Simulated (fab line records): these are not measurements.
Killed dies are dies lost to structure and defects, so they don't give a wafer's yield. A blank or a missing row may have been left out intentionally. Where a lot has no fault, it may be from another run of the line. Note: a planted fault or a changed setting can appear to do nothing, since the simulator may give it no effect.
Problem report, 8D (eight disciplines) form, completed by code ; flow sky130 ; the parts of the form that need people (team, actions taken, sign-off) are left out

1. WHAT WENT WRONG
Wafers without a fault read 0.837 a.u., standard deviation 0.0046; oes-product-au at SKY_LI_CONTACT_ETCH_15 reads a mean of 0.925 a.u. on 4 wafers belonging to 3 lots. That puts it +19 standard deviations away from the usual mean.
The step: etches PSG in C4F8/O2/Ar, stops on Si, target depth 600 nm.
First observed at day 32 06:47: wafer L597.3, on rie-diel-01. The record has a number at this step for 36 wafers belonging to 12 lots. Rule for "out", or "out of limits": more than 4 standard deviations from the usual mean. The rest of the wafers with a number are treated as sound.

2. WHAT IT IS, AND WHAT IT ISN'T
question;is;is not
which readings at this step;oes-product-au;-
which lots;L597, L598, L600;L590, L591, L592, L594, L596, L605, L609, L610, L611
which wafers of those lots;L597.3, L598.1, L600.1, L600.3;L597.4, L597.5, L598.4, L598.6, L600.5
read on which tools;rie-diel-01, rie-diel-02, rie-diel-03;-
when;from day 32 06:47;"up to then (17 sound wafers); but 15 sound wafers of L598, L600, L605, L609, L610, L611 came after"

3. SUSPECTS, AND WHAT RULES EACH OUT
Counting: any tool at a process step up to the reading remains a suspect provided it ran every lot that is out. Sound lots after the first of them don't rule it out here, since some wafers of a struck lot are sound.
- cmp-02 at SKY_LI_CONTACT_CMP_02 (polishes PSG): kept. It processed each lot that is out (first: L597, day 31 01:57); up to then, its last sound lot is L596 (day 30 16:06).
Remaining after the count: cmp-02 at SKY_LI_CONTACT_CMP_02.

4. THE CAUSE (what the simulator had put in)
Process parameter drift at SKY_LI_CONTACT_CMP_02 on cmp-02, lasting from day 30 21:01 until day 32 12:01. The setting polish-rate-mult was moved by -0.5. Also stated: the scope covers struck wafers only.
After counting, this tool was the only one left.

5. THE CHAIN OF EFFECTS, in route order
Rows list readings where the struck wafers' mean (over those with a number) sits beyond 3 standard deviations from the usual. Readings are gone through only where the record gives a usual standard deviation; hours: the median, over the lots, of the time from a lot's start at the first step in this table giving one to that lot's start at this step; sigmas: the change measured in usual standard deviations.
hours;step;reading;usual;on struck wafers;change;sigmas
0;SKY_LI_CONTACT_ETCH_15;oes-product-au;0.837 a.u.;0.925;+0.088;+19
Here are the process steps it includes:
- SKY_LI_CONTACT_ETCH_15: etches PSG in C4F8/O2/Ar, stops on Si, target depth 600 nm.

6. HOW IT WOULD HAVE BEEN CAUGHT EARLIER
The fault began at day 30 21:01; the first out-of-limits reading in this record came at day 32 06:47, 34 hours later.
Of the tool readings at SKY_LI_CONTACT_CMP_02 for which the record gives a usual standard deviation, none was out on any struck wafer, so an alarm limit of 4 standard deviations on them would not have fired.
Each of the lots that are out, 3 in all, had begun SKY_LI_CONTACT_CMP_02 on cmp-02 no later than day 32 06:47. Had the tool been put on hold then, not one of them would have been saved.
